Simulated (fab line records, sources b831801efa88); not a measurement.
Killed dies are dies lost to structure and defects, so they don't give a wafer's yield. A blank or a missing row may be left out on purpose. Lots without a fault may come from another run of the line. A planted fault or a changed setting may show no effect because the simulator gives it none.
A struck lot beside a sound one | flow sky130 | 16 steps out of a route of 708
Sound: wafers L198.2, L198.3, L198.6. Struck: wafer L212.1. (L212.3, L212.4 of the same lot were not struck and are left out.) The cause comes at the end.
At each step with rows: each side's tool, then ch and its chambers, then its first start. Under that, the readings that differ: sound wafers | struck wafers | difference of the means | sigmas: that difference in standard deviations of wafers without a fault.
alike: readings whose means differ by less than 2 such deviations, and words and numbers that are the same on both sides. not compared: withheld readings, readings that some wafer has no value for, bounds like >300 that may hide the same value, and numbers for which the record gives no deviation and whose values overlap.
The two part at a step that has a row with sigmas, a row that says differs or no value, or rows on one side only. Numbers that don't overlap but have no deviation are shown without sigmas and don't part them. A reading that every wafer of one side lacks parts them only if that side has two wafers or more.

first, 2 steps without rows for these wafers: SKY_METAL4_PEB_11; SKY_METAL4_DEVELOP_12 (develop time 60 s).
SKY_METAL4_CD_MEAS_13: target cd 300 nm.
  sound on cd_sem-02, day 43 18:03; struck on cd_sem-02, day 47 07:01
  alike: cd_nm
SKY_METAL4_OVL_MEAS_14:
  sound on overlay-02, day 43 18:09; struck on overlay-01, day 47 07:08
  alike: METAL4_OVL
SKY_METAL4_DESCUM_15: chemistry O2, time 8 s.
  sound on rie_metal-02 ch 0,1, day 43 18:11; struck on rie_metal-04 ch 1, day 47 07:10
  alike: drypump_motor_current_A, oes_product_au
  not compared: rf_hours_counter_h
SKY_METAL4_ETCH_16: etches BARC in N2/H2, stops on SiO2, time 88.2 s, target depth 60 nm.
  sound on rie_metal-02 ch 0,1, day 43 18:13; struck on rie_metal-04 ch 1, day 47 07:12
  alike: drypump_motor_current_A, oes_product_au, throttle_valve_pct
  not compared: rf_hours_counter_h
SKY_METAL4_ETCH_17: etches SiO2 in C4F8/O2/Ar, stops on TiN, time 3.9 s, target depth 15 nm.
  sound on rie_diel-02 ch 2,3, day 43 18:19; struck on rie_diel-02 ch 0, day 47 07:18
  alike: oes_product_au
  not compared: rf_hours_counter_h
then, 1 step without rows for these wafers: SKY_METAL4_METAL_ETCH_18 (etches the open film in Cl2/BCl3, stops on SiO2, target depth 845 nm, time 183.1 s).
SKY_METAL4_STRIP_19: strips in O2/N2.
  sound on plasma_asher-01 ch 0,1, day 43 18:31; struck on plasma_asher-04 ch 1, day 47 07:29
  alike: drypump_motor_current_A, oes_product_au, strip_time_to_endpoint_s
  not compared: rf_hours_counter_h
then, 3 steps without rows for these wafers: SKY_METAL4_STRIP_20 (strips in post etch residue remover, time 1200 s); SKY_METAL4_CLEAN_21 (cleans in IPA, time 180 s); SKY_METAL4_CLEAN_22 (cleans in O3/DIW).
SKY_VIA4_HDPCVD_00: deposits SiO2, target thk 1750 nm, time 291.7 s.
  sound on hdpcvd-01 ch 1,2, day 43 19:15; struck on hdpcvd-01 ch 1, day 47 08:05
  reading                                  | sound          | struck | difference | sigmas
  model.SiO2_of_VIA4_HDPCVD_00.thk_nm (nm) | 1745 1744 1753 | 3288   | +1541      |
SKY_VIA4_THK_MEAS_01:
  sound on film_metro-03, day 43 19:26; struck on film_metro-03, day 47 08:16
  reading              | sound          | struck | difference | sigmas
  VIA4_HDPCVD_THK (nm) | 1745 1744 1755 | 3289   | +1541      | +86
SKY_VIA4_CMP_02: polishes SiO2.
  sound on cmp-01 ch 0,1, day 43 19:38; struck on cmp-02 ch 1, day 47 08:19
  alike: motor_current_A
-- the record jumps here: 3 days lie between the struck wafers' starts before and after (it left off in module VIA4 and takes up again in module PAD_OPEN, whose first step shown is number 708 of the route) --
SKY_PAD_OPEN_PROBE_99:
  sound on prober-02, day 47 13:56; struck on prober-01, day 50 11:27
  reading                  | sound       | struck | difference | sigmas
  killed_at_M4_up          | 2 2 2       | 9      | +7         | +4
  sort_bin_3_pad_short (%) | 1.0 0.2 1.2 | 1.8    | +1.0       | +2
  alike: defect_limited_yield, killed_at_M0_to_M3, killed_at_contacts, killed_at_front_end, killed_at_other, killed_dies, killed_on_rim, killed_open, killed_short, sort_bin_5_function, sort_bin_6_memory, sort_n_pass, sort_yield_pct

WHERE THEY PART
First at SKY_VIA4_THK_MEAS_01; last, within this record, at SKY_PAD_OPEN_PROBE_99.

WHY: what the simulator had put in
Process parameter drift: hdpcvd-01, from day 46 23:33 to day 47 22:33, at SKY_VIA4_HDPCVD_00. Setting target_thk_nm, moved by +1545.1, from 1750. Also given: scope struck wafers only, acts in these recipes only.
